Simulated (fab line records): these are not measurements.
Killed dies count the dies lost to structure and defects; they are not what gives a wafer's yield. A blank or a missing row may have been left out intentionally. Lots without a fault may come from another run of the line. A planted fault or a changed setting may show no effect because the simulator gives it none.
A struck lot beside a sound one    flow sky130    16 out of 708 route steps
Sound: these wafers, L148.1, L148.5, L148.6. Struck: wafer L155.3 (L155.5, L155.6, from the same lot, were not struck and are left out); the cause is given at the end.
For every step that has rows: the tool of each side, followed by ch and its chambers, followed by its first start. Under that, the readings that differ: sound wafers    struck wafers    difference of the means    sigmas: that difference in standard deviations of wafers without a fault.
alike: readings whose means differ by less than 2 such deviations, and words and numbers that are the same on both sides. not compared: withheld readings, readings that some wafer has no value for, bounds like >300 that may hide the same value, and numbers for which the record gives no deviation and whose values overlap.
The two part at a step that has a row with sigmas, a row that says differs or no value, or rows on one side only. Numbers that have no deviation but don't overlap get no sigmas and don't part them. A reading that every wafer of one side lacks parts them only if that side has two wafers or more.

first, 7 steps without rows for these wafers: SKY_METAL4_HMDS_06 (prime time 60 s); SKY_METAL4_COAT_07 (resist thk 60 nm); SKY_METAL4_COAT_08 (resist thk 1140 nm); SKY_METAL4_SOFTBAKE_09 (time 90 s); SKY_METAL4_EXPOSE_10 (exposes mask MM4, target cd 300 nm); SKY_METAL4_PEB_11; SKY_METAL4_DEVELOP_12 (develop time 60 s).
SKY_METAL4_CD_MEAS_13: target cd 300 nm.
  struck on cd sem-01, day 45 23:26; sound on cd sem-02, day 43 23:19
  alike: cd nm
SKY_METAL4_OVL_MEAS_14:
  struck on overlay-01, day 45 23:32; sound on overlay-02, day 43 23:26
  alike: METAL4_OVL
SKY_METAL4_DESCUM_15: chemistry O2, time 8 s.
  sound on rie metal-03 ch 0,1, day 43 23:28; struck on rie metal-02 ch 0, day 45 23:34
  alike: drypump motor current A, oes product au
  not compared: rf hours counter h
SKY_METAL4_ETCH_16: etches BARC in N2/H2, stops on SiO2, time 88.2 s, target depth 60 nm.
  sound on rie metal-03 ch 0,1, day 43 23:29; struck on rie metal-02 ch 0, day 45 23:37
  alike: drypump motor current A, n2 flow sccm, oes product au, throttle valve pct
  not compared: rf hours counter h
SKY_METAL4_ETCH_17: etches SiO2 in C4F8/O2/Ar, stops on TiN, time 3.9 s, target depth 15 nm.
  sound on rie diel-01 ch 1,2,3, day 43 23:35; struck on rie diel-01 ch 3, day 45 23:41
  alike: oes product au
  not compared: rf hours counter h
SKY_METAL4_METAL_ETCH_18: etches the open film in Cl2/BCl3, stops on SiO2, target depth 845 nm, time 183.1 s.
  sound on rie metal-01 ch 0,1, day 43 23:37; struck on rie metal-01 ch 0, day 45 23:46
reading                                        sound              struck  difference  sigmas
model.KrF-thick_of_METAL4_COAT_08.thk nm (nm)  531.3 526.9 532.3  329.1   -201.1      
model.METAL4.cd nm (nm)                        301.5 300.9 295.1  272.2   -27.0       
model.SiO2_of_VIA3_HDPCVD_00.thk nm (nm)       435.3 435.6 436    426.9   -8.7        
  alike: drypump motor current A, oes product au, throttle valve pct
  not compared: rf hours counter h
SKY_METAL4_STRIP_19: strips in O2/N2.
  sound on plasma asher-03 ch 0,1, day 43 23:47; struck on plasma asher-01 ch 1, day 45 23:55
reading                       sound              struck  difference  sigmas
drypump motor current A (A)   5.73 5.73 5.82     6.68    +0.92       +3
oes product au (a.u.)         0.505 0.514 0.505  0.417   -0.091      -16
strip time to endpoint s (s)  6.57 6.53 6.61     4.52    -2.05       -32
  alike: n2 flow sccm
  not compared: rf hours counter h
then, 1 step without rows for these wafers: SKY_METAL4_STRIP_20 (strips in post etch residue remover, time 1200 s).
-- the record jumps here: 3 days lie between the struck wafers' starts before and after (it left off in module METAL4 and takes up again in module PAD_OPEN, whose first step shown is number 708 of the route) --
SKY_PAD_OPEN_PROBE_99:
  struck on prober-01, day 49 10:28; sound on prober-02, day 47 16:55
reading                         sound                struck  difference  sigmas
defect limited yield (%)        81.3 80.1 76.0       83.5    +4.4        +2
killed_at_M0_to_M3              59 53 55             40      -16         -2
killed dies                     92 98 118            81      -22         -2
killed open                     60 50 70             44      -16         -2
sort_bin_5_function (%)         11.8 11.2 14.2       8.7     -3.7        -2
sort n pass                     400 394 374          411     +22         +2
sort yield pct (%)              81.3 80.1 76.0       83.5    +4.4        +2
model.etest.met4.width nm (nm)  300.1 299.6 294.5    270.2   -27.9       
model.etest.met4.line ohm um    0.1435 0.1429 0.145  0.1613  +0.0175     
  alike: killed_at_M4_up, killed at contacts, killed at front end, killed at other, killed short, sort_bin_3_pad_short, sort_bin_6_memory

WHERE THEY PART
Earliest at SKY_METAL4_STRIP_19; latest, in this record, at SKY_PAD_OPEN_PROBE_99.

WHY: the cause the simulator had injected
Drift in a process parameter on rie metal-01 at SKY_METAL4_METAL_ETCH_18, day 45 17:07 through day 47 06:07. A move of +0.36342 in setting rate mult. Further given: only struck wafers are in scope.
